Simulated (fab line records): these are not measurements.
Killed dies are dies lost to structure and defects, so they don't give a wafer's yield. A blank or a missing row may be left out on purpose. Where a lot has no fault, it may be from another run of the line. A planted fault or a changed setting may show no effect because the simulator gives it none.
Problem report, 8D (eight disciplines) form, completed by code | flow gf180mcu | the parts of the form that need people (team, actions taken, sign-off) are left out

== 1. PROBLEM STATEMENT ==
Wafers without a fault read 22.99 C, standard deviation 0.1; developer_temp_C at GF_MVPSD_DEVELOP_06 reads a mean of 22.10 C on 6 wafers belonging to 2 lots. That puts it -8.9 standard deviations away from the usual mean.
The step: develop time 60 s.
First seen on wafer L361.1, day 8 01:00, on litho_track-04. The record has a number at this step for 42 wafers belonging to 14 lots. By rule, "out" or "out of limits" means more than 4 standard deviations away from the usual mean. Any other wafer with a number is counted as sound.

== 2. WHAT IT IS, WHAT IT ISN'T ==
question                    | is                     | is not
which readings at this step | developer_temp_C       | exhaust_pa
which lots                  | L361, L365             | L349, L350, L351, L353, L354, L356, L357, L358, L364, L370, L371, L372
which wafers of those lots  | all that have a number | -
read on which tools         | litho_track-04         | litho_track-01, litho_track-03
when                        | from day 8 01:00       | up to then (24 sound wafers); but 12 sound wafers of L364, L370, L371, L372 came after

== 3. THE SUSPECTS, EACH WITH WHAT RULES IT OUT ==
Counting: any tool at a process step up to the reading is kept as a suspect provided that every lot that is out went through it and no sound lot did after the first of them.
- litho_track-04 at GF_MVPSD_DEVELOP_06 (develop time 60 s): kept. It ran every lot that is out, first L361 (day 8 01:00), and no sound lot after that; its last sound lot up to then is L358 (day 7 07:00). Its own readings are out on those wafers: developer_temp_C.
The count leaves litho_track-04 at GF_MVPSD_DEVELOP_06.

== 4. THE CAUSE (what the simulator had put in) ==
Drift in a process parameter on litho_track-04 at GF_MVPSD_DEVELOP_06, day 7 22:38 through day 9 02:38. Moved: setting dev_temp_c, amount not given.
This tool alone remained once counting was done.

== 5. THE CHAIN OF EFFECTS, in route order ==
Each row: a reading where the mean over the struck wafers with a number is more than 3 standard deviations away from the usual. Readings are gone through only where the record gives a usual standard deviation; hours: the median, over the lots, of the time from a lot's start at the first step in this table giving one to that lot's start at this step; sigmas: the change measured in usual standard deviations.
hours | step                | reading          | usual   | on struck wafers | change | sigmas
0     | GF_MVPSD_DEVELOP_06 | developer_temp_C | 22.99 C | 22.10            | -0.89  | -8.9
Its process steps:
- GF_MVPSD_DEVELOP_06: develop time 60 s.
Later steps that measure or inspect, where all struck wafers having a row at the step show a number for every such reading and not one has moved that far: GF_VT_IMPLANT_TW_MEAS_10.

== 6. WHAT WOULD HAVE CAUGHT IT SOONER ==
The fault began at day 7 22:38; the first out-of-limits reading in this record came at day 8 01:00, 2 hours later.
